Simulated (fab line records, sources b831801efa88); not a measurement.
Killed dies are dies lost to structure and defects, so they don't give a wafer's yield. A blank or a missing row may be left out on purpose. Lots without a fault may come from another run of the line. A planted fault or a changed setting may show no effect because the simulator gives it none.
fab line records | flow gf180mcu
record lots=12 wafers=36 last_day=34
route steps=602 shown DUAL_GATE@143 HV_LDD@184 SAB@277 SALICIDE@286
lots that met no fault: from a run of the same line without faults
start_h: hours from the record's first day to the start of the lot's first wafer shown | wait_h: hours since the lot's step before | " the same as in the row above | L1.1+2: a row that stands for several wafers | - no value, or no start given | * or withheld: withheld | < > ~ a bound
route shown NAME@n: a module of which the file shows steps, and the number in the route of the first | usual: mean/standard deviation of fault-free wafers | same: alike in all rows | chamber/n: place in a boat | sites: the reading at each site | _std_site: their standard deviation | _edge_site: outer sites' mean less inner sites' | radius_mm: how far each site lies from the wafer's centre | mask NAME#n: copy n | behind: the tool/chamber that last shaped the wafer | hold: why the lot was held/for how many hours/how that ended | device: the transistor (n, p or np) that didn't switch | end of line: the same wafers' tests at the end of the route | a step without rows: its recipe alone | killed: dies lost to structure and defects at the first sort, not the wafer's yield | map: a wafer's dies, x killed, . not, _ none there
set.NAME: the setting as run; set.NAME@STEP: as run at that earlier step | model.NAME: the simulator's own value behind a step, which no gauge read
steps of the route over a sample of lots; a table a step, a row a wafer
services: from which hour (start_h, from the record's first day; less than 0 if before it) a tool's chamber was out of use, for how many hours, and why
## steps
# step GF_DUAL_GATE_OXIDATION_02
# recipe temp_c=900 ambient=O2 stabilise_s=600 purge_s=300 target_thk_a=108.87 ox_time_s=1602
# usual spike_tc_bottom_C=918/4.1 spike_tc_centre_C=900.6/0.96 spike_tc_lower_C=900.8/1.5 spike_tc_top_C=911.6/1.2 spike_tc_upper_C=900.3/1.1 zone_power_lower_pct=18.2/0.41
# columns lot.wafer tool chamber start_h wait_h spike_tc_bottom_C spike_tc_centre_C spike_tc_lower_C spike_tc_top_C spike_tc_upper_C zone_power_lower_pct
L338.1 furnace-02 0 157.70 0.0 925 900.5 897.9 913.8 900.3 18.4
L338.3 " 0 " " 923 900.9 897.7 911.8 901.8 18.7
L338.6 " 0 " " 925 900.3 899.0 911.8 901.4 18.6
L339.2 furnace-02 0 167.93 0.0 924 901.2 898.2 912.5 900.0 18.6
L339.3 " 0 " " 922 900.2 900.0 912.7 901.0 19.0
L339.4 " 0 " " 923 901.6 899.9 912.3 900.9 18.7
L346.3 furnace-02 0 201.93 0.8 924 901.3 899.5 914.6 901.3 18.7
L346.4 " 0 " " 925 900.7 898.9 912.0 902.0 19.1
L346.6 " 0 " " 923 900.5 899.3 912.4 900.4 18.5
L347.3 furnace-01 0 207.76 0.1 915 899.3 900.7 909.7 899.8 17.9
L347.5 " 0 " " 916 901.3 902.2 910.2 900.7 18.0
L347.6 " 0 " " 917 902.8 902.7 911.4 899.2 18.1
L350.1 furnace-02 0 225.03 0.1 923 901.1 899.2 912.3 900.9 18.8
L350.3 " 0 " " 924 901.0 899.6 912.8 900.8 18.4
L350.4 " 0 " " 924 898.9 899.3 911.5 899.6 18.5
L352.2 furnace-02 0 239.12 2.8 931 909.4 908.3 921.5 909.8 19.1
L352.3 " 0 " " 933 910.1 907.1 920.4 911.7 19.1
L352.4 " 0 " " 933 908.2 907.7 919.2 908.4 19.2
L353.1 furnace-02 0 252.86 6.4 932 909.1 906.8 921.0 909.9 19.0
L353.2 " 0 " " 932 907.7 910.5 921.5 908.4 19.0
L353.6 " 0 " " 932 908.5 908.0 922.5 909.4 19.1
L354.2 furnace-02 0 252.86 3.0 932 910.1 908.1 919.7 909.9 19.1
L354.3 " 0 " " 931 906.7 909.7 921.4 911.7 19.3
L354.5 " 0 " " 932 909.2 907.8 921.6 909.5 18.8
L358.3 furnace-01 0 276.53 0.0 915 901.4 901.4 911.4 902.0 18.0
L358.4 " 0 " " 915 901.1 901.9 911.2 899.8 18.1
L358.6 " 0 " " 914 900.9 900.5 911.8 899.7 18.0
L359.2 furnace-01 0 290.43 4.5 915 900.6 901.5 911.6 898.9 17.8
L359.5 " 0 " " 915 901.4 900.4 909.3 898.7 17.5
L359.6 " 0 " " 915 899.7 900.0 912.2 898.4 18.0
L360.1 furnace-01 0 290.43 1.1 916 900.5 900.9 912.3 898.5 18.5
L360.3 " 0 " " 916 900.7 902.0 912.0 900.3 18.2
L360.5 " 0 " " 914 899.7 901.8 912.1 900.8 18.1
L361.3 furnace-01 0 301.36 4.4 915 900.4 901.7 909.9 900.8 17.7
L361.4 " 0 " " 916 900.8 901.4 911.1 900.5 18.1
L361.6 " 0 " " 916 900.7 901.9 910.6 900.0 17.9
# step GF_DUAL_GATE_THK_MEAS_03
# recipe reads=SiO2_of_DUAL_GATE_OXIDATION_02
# usual DUAL_GATE_OXIDATION_00_THK=10.87/0.22
# columns lot.wafer tool chamber start_h wait_h DUAL_GATE_OXIDATION_00_THK[nm]
L338.1 film_metro-01 - 159.14 0.0 11.22
L338.3 " - " " 11.07
L338.6 " - " " 11.32
L339.2 film_metro-02 - 169.38 0.0 10.85
L339.3 " - " " 10.77
L339.4 " - " " 10.93
L346.3 film_metro-02 - 203.39 0.0 10.83
L346.4 " - " " 10.83
L346.6 " - " " 10.83
L347.3 film_metro-03 - 209.23 0.0 10.69
L347.5 " - " " 10.51
L347.6 " - " " 10.69
L350.1 film_metro-02 - 226.48 0.0 10.63
L350.3 " - " " 10.72
L350.4 " - " " 10.68
L352.2 film_metro-02 - 240.57 0.0 12.13
L352.3 " - " " 12.06
L352.4 " - " " 11.83
L353.1 film_metro-03 - 254.30 0.0 12.15
L353.2 " - " " 12.14
L353.6 " - " " 12.29
L354.2 film_metro-01 - 254.31 0.0 12.57
L354.3 " - " " 12.45
L354.5 " - " " 12.49
L358.3 film_metro-03 - 278.00 0.0 11.25
L358.4 " - " " 11.20
L358.6 " - " " 11.09
L360.1 film_metro-02 - 291.87 0.0 10.73
L360.3 " - " " 10.66
L360.5 " - " " 10.58
L359.2 film_metro-03 - 291.88 0.0 10.75
L359.5 " - " " 10.81
L359.6 " - " " 10.50
L361.3 film_metro-01 - 302.83 0.0 10.91
L361.4 " - " " 10.70
L361.6 " - " " 10.86
# step GF_HV_LDD_OVL_MEAS_08
# usual HV_LDD_OVL=-0.3/1.3
# columns lot.wafer tool chamber start_h wait_h HV_LDD_OVL[nm]
L338.1 overlay-02 - 211.11 0.1 0.7
L338.3 " - " " 0.0
L338.6 " - " " -1.9
L339.2 overlay-01 - 218.11 0.1 0.2
L339.3 " - " " -1.2
L339.4 " - " " 1.8
L346.3 overlay-01 - 267.01 0.1 0.0
L346.4 " - " " 0.0
L346.6 " - " " 0.3
L347.3 overlay-01 - 279.19 0.1 -0.3
L347.5 " - " " -0.6
L347.6 " - " " 0.5
L350.1 overlay-02 - 292.94 0.1 -0.3
L350.3 " - " " -0.2
L350.4 " - " " -1.4
L352.2 overlay-02 - 309.38 0.1 1.6
L352.3 " - " " -0.5
L352.4 " - " " 0.5
L353.1 overlay-01 - 325.77 0.1 1.3
L353.2 " - " " -1.6
L353.6 " - " " 1.2
L354.2 overlay-02 - 326.71 0.1 -1.5
L354.3 " - " " -0.4
L354.5 " - " " -2.3
L358.3 overlay-02 - 353.66 0.1 -1.0
L358.4 " - " " -3.8
L358.6 " - " " -2.4
L359.2 overlay-01 - 366.66 0.1 -1.4
L359.5 " - " " 0.7
L359.6 " - " " 0.8
L360.1 overlay-02 - 366.79 0.1 0.1
L360.3 " - " " 0.2
L360.5 " - " " -0.3
L361.3 overlay-01 - 380.00 0.1 -2.1
L361.4 " - " " -1.5
L361.6 " - " " -0.4
# step GF_SAB_STRIP_13
# recipe chemistry=O2/N2 power_w=1400 pressure_mtorr=1500 platen_temp_c=250 o2_flow_sccm=3000 n2_flow_sccm=300 overash_fraction=0.5
# usual drypump_motor_current_A=5.7/0.34 heater_power_w=330/32 oes_product_au=0.710/0.0045 strip_time_to_endpoint_s=12.61/0.034
# columns lot.wafer tool chamber start_h wait_h drypump_motor_current_A heater_power_w oes_product_au rf_hours_counter_h strip_time_to_endpoint_s
L338.1 plasma_asher-01 1 332.54 0.0 5.6 386 0.706 63 12.63
L338.3 " 0 " " 5.9 361 0.703 - 12.60
L338.6 " 0 " " 5.9 364 0.711 - 12.64
L339.2 plasma_asher-01 0 346.19 0.0 5.9 360 0.710 65 12.65
L339.3 " 1 " " 5.6 380 0.708 - 12.64
L339.4 " 0 " " 5.9 358 0.715 - 12.66
L346.3 plasma_asher-02 0 401.69 0.0 6.2 325 0.714 - 12.62
L346.4 " 1 " " 5.2 287 0.707 - 12.60
L346.6 " 0 " " 6.1 316 0.710 - 12.62
L347.3 plasma_asher-03 0 416.01 0.0 5.8 316 0.716 - 12.64
L347.5 " 1 " " 5.8 368 0.709 - 12.59
L347.6 " 0 " " 5.8 311 0.715 - 12.61
L350.1 plasma_asher-01 0 431.14 0.0 5.9 335 0.712 0 12.62
L350.3 " 0 " " 5.9 334 0.710 - 12.62
L350.4 " 1 " " 5.6 368 0.713 - 12.59
L352.2 plasma_asher-01 0 452.17 0.0 5.9 331 0.712 2 12.59
L352.3 " 1 " " 5.6 366 0.710 - 12.58
L352.4 " 0 " " 5.9 338 0.706 - 12.56
L353.1 plasma_asher-03 1 474.41 0.0 5.8 363 0.709 74 12.55
L353.2 " 0 " " 5.8 315 0.705 74 12.59
L353.6 " 0 " " 5.8 317 0.703 - 12.55
L354.2 plasma_asher-02 1 474.71 0.0 5.2 283 0.718 39 12.69
L354.3 " 0 " " 6.2 328 0.711 - 12.66
L354.5 " 0 " " 6.2 329 0.704 - 12.65
L358.3 plasma_asher-03 0 502.34 0.0 5.8 304 0.719 - 12.57
L358.4 " 1 " " 5.8 364 0.717 - 12.56
L358.6 " 0 " " 5.8 321 0.712 - 12.53
L359.2 plasma_asher-02 0 514.72 0.0 6.1 324 0.713 42 12.58
L359.5 " 1 " " 5.2 290 0.715 - 12.61
L359.6 " 0 " " 6.1 319 0.711 - 12.59
L360.1 plasma_asher-01 1 515.78 0.0 5.7 371 0.709 9 12.66
L360.3 " 0 " " 5.9 336 0.708 - 12.67
L360.5 " 0 " " 5.9 333 0.709 - 12.65
L361.3 plasma_asher-01 0 528.90 0.0 5.9 327 0.714 - 12.61
L361.4 " 1 " " 5.7 378 0.710 - 12.58
L361.6 " 0 " " 5.9 337 0.708 - 12.59
# step GF_SALICIDE_RTA_08
# recipe temp_c=800 time_s=30 ambient=N2
# usual lamp_power_pct=17.0/0.54 wafer_temp_C_max=803.6/0.92
# columns lot.wafer tool chamber start_h wait_h lamp_power_pct wafer_temp_C_max
L338.1 rtp_anneal-01 0 333.17 0.0 16.5 804.8
L338.3 " 0 " " 16.5 804.6
L338.6 " 0 " " 16.5 804.5
L339.2 rtp_anneal-02 0 346.82 0.0 17.6 802.5
L339.3 " 0 " " 17.6 802.7
L339.4 " 0 " " 17.6 802.1
L346.3 rtp_anneal-01 0 402.30 0.0 16.5 804.5
L346.4 " 0 " " 16.5 804.7
L346.6 " 0 " " 16.5 803.9
L347.3 rtp_anneal-01 0 416.63 0.0 16.5 805.1
L347.5 " 0 " " 16.5 804.1
L347.6 " 0 " " 16.5 803.7
L350.1 rtp_anneal-02 0 431.76 0.0 17.6 802.5
L350.3 " 0 " " 17.6 801.9
L350.4 " 0 " " 17.6 803.0
L352.2 rtp_anneal-01 0 452.80 0.0 16.5 803.4
L352.3 " 0 " " 16.5 803.0
L352.4 " 0 " " 16.5 802.8
L353.1 rtp_anneal-01 0 475.02 0.0 16.5 804.9
L353.2 " 0 " " 16.5 804.1
L353.6 " 0 " " 16.5 804.1
L354.2 rtp_anneal-01 0 475.34 0.0 16.5 803.4
L354.3 " 0 " " 16.5 805.2
L354.5 " 0 " " 16.5 804.7
L358.3 rtp_anneal-01 0 502.95 0.0 16.5 803.8
L358.4 " 0 " " 16.5 803.8
L358.6 " 0 " " 16.5 802.3
L359.2 rtp_anneal-02 0 515.36 0.0 17.6 802.9
L359.5 " 0 " " 17.6 803.5
L359.6 " 0 " " 17.6 802.9
L360.1 rtp_anneal-02 0 516.51 0.0 17.6 802.6
L360.3 " 0 " " 17.6 802.2
L360.5 " 0 " " 17.6 803.3
L361.3 rtp_anneal-02 0 529.51 0.0 17.6 802.3
L361.4 " 0 " " 17.6 802.7
L361.6 " 0 " " 17.6 802.5
## services
# columns tool chamber start_h hours kind
plasma_asher-02 - 205.67 0.4 repair
plasma_asher-01 - 246.30 4.7 repair
furnace-01 - 255.72 3.1 pm
plasma_asher-02 - 257.19 14.6 pm
rtp_anneal-02 - 257.71 3.9 pm
furnace-01 - 258.86 3.4 pm
furnace-02 - 269.79 2.2 repair
plasma_asher-02 - 275.41 2.8 repair
furnace-02 - 279.06 52.0 pm
plasma_asher-03 - 306.73 44.6 repair
furnace-02 - 331.09 3.1 pm
furnace-02 - 347.41 4.0 pm
rtp_anneal-01 - 381.13 3.7 pm
furnace-01 - 412.18 4.0 pm
plasma_asher-01 - 421.33 9.0 pm
plasma_asher-01 0 421.33 9.0 vent_cycle
plasma_asher-01 1 421.33 9.0 vent_cycle
plasma_asher-01 0 430.33 - clean
plasma_asher-03 - 444.83 1.2 repair
plasma_asher-03 - 452.00 19.8 pm
furnace-01 - 452.14 11.3 pm
plasma_asher-02 - 497.61 15.7 repair
plasma_asher-01 - 500.46 1.3 repair
furnace-02 - 514.06 3.0 pm
## key
first_sign step=GF_DUAL_GATE_OXIDATION_02 reading=spike_tc_upper_C direction=up sigmas=8.6 usual=900.3 struck=909.9
effect step=GF_DUAL_GATE_OXIDATION_02 reading=spike_tc_centre_C direction=up sigmas=8.5 usual=900.6 struck=908.8
effect step=GF_DUAL_GATE_THK_MEAS_03 reading=DUAL_GATE_OXIDATION_00_THK direction=up sigmas=6.1 usual=10.87 struck=12.23
met_at GF_DUAL_GATE_OXIDATION_02
struck_lots L352,L353,L354
tester_left_out L352,L353,L354
not_acting_at GF_HV_LDD_OVL_MEAS_08,GF_SAB_STRIP_13,GF_SALICIDE_RTA_08
onset_between 225.03 239.12
fault kind=process_parameter_drift tool=furnace-02 chamber=- onset_h=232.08 steps=GF_DUAL_GATE_OXIDATION_02 channel=temp_c offset=* shape=step end_h=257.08 acts_in=* stated=*
# tester_left_out: of these lots the tester's yield and bins aren't shown, on N5 and GAA mostly nor the transistor test; their killed dies are dies lost to structure and defects alone, not to doping, threshold or leakage, so they don't give the yield
